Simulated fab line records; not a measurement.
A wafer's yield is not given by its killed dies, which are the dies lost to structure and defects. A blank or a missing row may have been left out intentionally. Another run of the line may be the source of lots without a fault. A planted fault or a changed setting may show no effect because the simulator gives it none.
Matching of chambers :: flow sfq line :: cmp-01 running SFQ_TRILAYER_I3_CMP_CMP_082: 4 sister chambers
The step polishes SiO2. 20 wafers are shown with their chamber, then 10 later ones without.

== WAFERS, EACH WITH ITS CHAMBER ==
wafer: L195.1
chamber: 0
time to endpoint s (s): 233
motor current A (A): 9.8
platen rpm (rpm): 59.99

wafer: L195.5
chamber: 2
time to endpoint s (s): 216
motor current A (A): 10.1
platen rpm (rpm): 60.00

wafer: L195.6
chamber: 3
time to endpoint s (s): 216
motor current A (A): 10.9
platen rpm (rpm): 60.01

wafer: L196.2
chamber: 2
time to endpoint s (s): 207
motor current A (A): 9.9
platen rpm (rpm): 60.03

wafer: L196.3
chamber: 1
time to endpoint s (s): 201
motor current A (A): 10.6
platen rpm (rpm): 59.99

wafer: L196.4
chamber: 3
time to endpoint s (s): 221
motor current A (A): 11.2
platen rpm (rpm): 60.01

wafer: L197.1
chamber: 2
time to endpoint s (s): 207
motor current A (A): 10.5
platen rpm (rpm): 60.04

wafer: L197.2
chamber: 3
time to endpoint s (s): 212
motor current A (A): 10.5
platen rpm (rpm): 60.10

wafer: L197.5
chamber: 0
time to endpoint s (s): 227
motor current A (A): 10.4
platen rpm (rpm): 60.01

wafer: L202.3
chamber: 2
time to endpoint s (s): 208
motor current A (A): 10.5
platen rpm (rpm): 59.97

wafer: L202.4
chamber: 3
time to endpoint s (s): 215
motor current A (A): 10.8
platen rpm (rpm): 60.02

wafer: L202.5
chamber: 1
time to endpoint s (s): 209
motor current A (A): 10.1
platen rpm (rpm): 60.04

wafer: L203.4
chamber: 2
time to endpoint s (s): 215
motor current A (A): 10.5
platen rpm (rpm): 59.97

wafer: L203.5
chamber: 0
time to endpoint s (s): 229
motor current A (A): 10.4
platen rpm (rpm): 60.02

wafer: L203.6
chamber: 1
time to endpoint s (s): 201
motor current A (A): 10.5
platen rpm (rpm): 60.01

wafer: L204.1
chamber: 2
time to endpoint s (s): 207
motor current A (A): 10.3
platen rpm (rpm): 60.03

wafer: L204.2
chamber: 1
time to endpoint s (s): 209
motor current A (A): 11.2
platen rpm (rpm): 59.97

wafer: L204.4
chamber: 0
time to endpoint s (s): 230
motor current A (A): 9.9
platen rpm (rpm): 59.99

wafer: L205.1
chamber: 3
time to endpoint s (s): 230
motor current A (A): 11.2
platen rpm (rpm): 60.01

wafer: L205.2
chamber: 1
time to endpoint s (s): 229
motor current A (A): 10.1
platen rpm (rpm): 59.92

SIGNATURES (means of the wafers above)
reading: time to endpoint s
chamber 0: 229.75
chamber 1: 209.80
chamber 2: 210.00
chamber 3: 218.80
scatter within a chamber: 7.22

reading: motor current A
chamber 0: 10.125
chamber 1: 10.500
chamber 2: 10.300
chamber 3: 10.920
scatter within a chamber: 0.335

reading: platen rpm
chamber 0: 60.0025
chamber 1: 59.9860
chamber 2: 60.0067
chamber 3: 60.0300
scatter within a chamber: 0.0353
Rule: a wafer lies at a distance from a chamber equal to the root of the sum of squares, over the readings, of (its reading less the chamber's mean, divided by the reading's scatter). The wafer belongs to the nearest chamber; if the next one is less than 2 further off, it can't be placed. The scatter: the root of (the sum of the squares of (reading less its chamber's mean) over the shown wafers, divided by (wafers less chambers)).

== WAFERS MISSING THEIR CHAMBER ==
wafer: L205.4
time to endpoint s (s): 239
motor current A (A): 9.5
platen rpm (rpm): 60.03

wafer: L206.1
time to endpoint s (s): 215
motor current A (A): 9.8
platen rpm (rpm): 60.01

wafer: L206.3
time to endpoint s (s): 239
motor current A (A): 10.8
platen rpm (rpm): 60.00

wafer: L206.4
time to endpoint s (s): 232
motor current A (A): 10.6
platen rpm (rpm): 60.00

wafer: L210.1
time to endpoint s (s): 218
motor current A (A): 10.4
platen rpm (rpm): 60.01

wafer: L210.2
time to endpoint s (s): 239
motor current A (A): 9.6
platen rpm (rpm): 60.04

wafer: L210.5
time to endpoint s (s): 231
motor current A (A): 10.1
platen rpm (rpm): 59.98

wafer: L217.1
time to endpoint s (s): 220
motor current A (A): 10.6
platen rpm (rpm): 59.99

wafer: L217.3
time to endpoint s (s): 195
motor current A (A): 10.0
platen rpm (rpm): 59.98

wafer: L217.5
time to endpoint s (s): 216
motor current A (A): 11.2
platen rpm (rpm): 60.00

== EACH ONE'S CHAMBER ==
wafer: L205.4
from the rows above: 0
in truth: 0

wafer: L206.1
from the rows above: can't be placed: 2 or 0 or 1 or 3
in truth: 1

wafer: L206.3
from the rows above: can't be placed: 0 or 3 or 1 or 2
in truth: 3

wafer: L206.4
from the rows above: can't be placed: 0 or 3 or 1 or 2
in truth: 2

wafer: L210.1
from the rows above: can't be placed: 2 or 1 or 3 or 0
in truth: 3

wafer: L210.2
from the rows above: 0
in truth: 0

wafer: L210.5
from the rows above: 0
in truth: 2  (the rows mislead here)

wafer: L217.1
from the rows above: can't be placed: 1 or 3 or 2 or 0
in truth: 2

wafer: L217.3
from the rows above: can't be placed: 2 or 1
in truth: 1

wafer: L217.5
from the rows above: can't be placed: 3 or 1 or 2
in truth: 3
Correct placement for 2 of the 10. Unplaceable from these rows: 7, with the true chamber sitting among the candidates in 7. Wrongly placed: 1.
